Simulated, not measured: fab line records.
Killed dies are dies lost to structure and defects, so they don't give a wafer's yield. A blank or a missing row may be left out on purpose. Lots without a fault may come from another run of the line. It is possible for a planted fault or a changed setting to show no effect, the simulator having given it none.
Chamber matching + flow sky130 + SKY_FIELD_ISO_ETCH_15 on rieDiel-04: 4 sister chambers
The step etches the open film in CHF3/O2, stops on Si, target depth 180 nm, time 72 s. 8 wafers are shown with their chamber, then 9 later ones without.

## EACH WAFER AND ITS CHAMBER
| wafer  | chamber | drypumpMotorCurrentA (A) | oesProductAu (a.u.) |
|--------|---------|--------------------------|---------------------|
| L082.3 | 3       | 6.1                      | 0.945               |
| L083.1 | 0       | 6.4                      | 0.947               |
| L085.2 | 1       | 6.6                      | 0.938               |
| L085.5 | 1       | 6.6                      | 0.933               |
| L085.6 | 2       | 5.5                      | 0.932               |
| L088.4 | 0       | 6.4                      | 0.945               |
| L088.5 | 2       | 5.4                      | 0.937               |
| L088.6 | 3       | 6.0                      | 0.938               |

## WAFERS WHOSE CHAMBER IS MISSING
| wafer  | drypumpMotorCurrentA (A) | oesProductAu (a.u.) |
|--------|--------------------------|---------------------|
| L089.2 | 6.6                      | 0.947               |
| L089.3 | 5.9                      | 0.931               |
| L089.6 | 6.6                      | 0.939               |
| L092.1 | 5.4                      | 0.953               |
| L092.4 | 6.4                      | 0.952               |
| L092.6 | 6.0                      | 0.943               |
| L093.1 | 5.4                      | 0.943               |
| L093.5 | 6.0                      | 0.951               |
| L093.6 | 5.4                      | 0.947               |

## THE CHAMBER EACH PASSED THROUGH
| wafer  | from the rows above     | in truth |
|--------|-------------------------|----------|
| L089.2 | can't be placed: 1 or 0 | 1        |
| L089.3 | 3                       | 3        |
| L089.6 | 1                       | 1        |
| L092.1 | 2                       | 2        |
| L092.4 | 0                       | 0        |
| L092.6 | 3                       | 3        |
| L093.1 | 2                       | 2        |
| L093.5 | 3                       | 3        |
| L093.6 | 2                       | 2        |
Placed correctly: 8 of 9. Can't be placed from these rows: 1 (the true chamber is among the candidates in 1). 0 placed wrongly.
How it was worked out, from the rows above alone: a wafer's distance from a chamber is the root of the sum, over the readings, of the square of ((its reading less the chamber's mean) divided by the reading's scatter). The wafer belongs to the nearest chamber; if the next one is less than 2 further off, it can't be placed. A chamber's mean is the mean of its shown wafers. How the scatter is found: for the shown wafers, subtract from each reading the mean of its chamber, square and add these, divide the total by (wafers less chambers), then take the root.
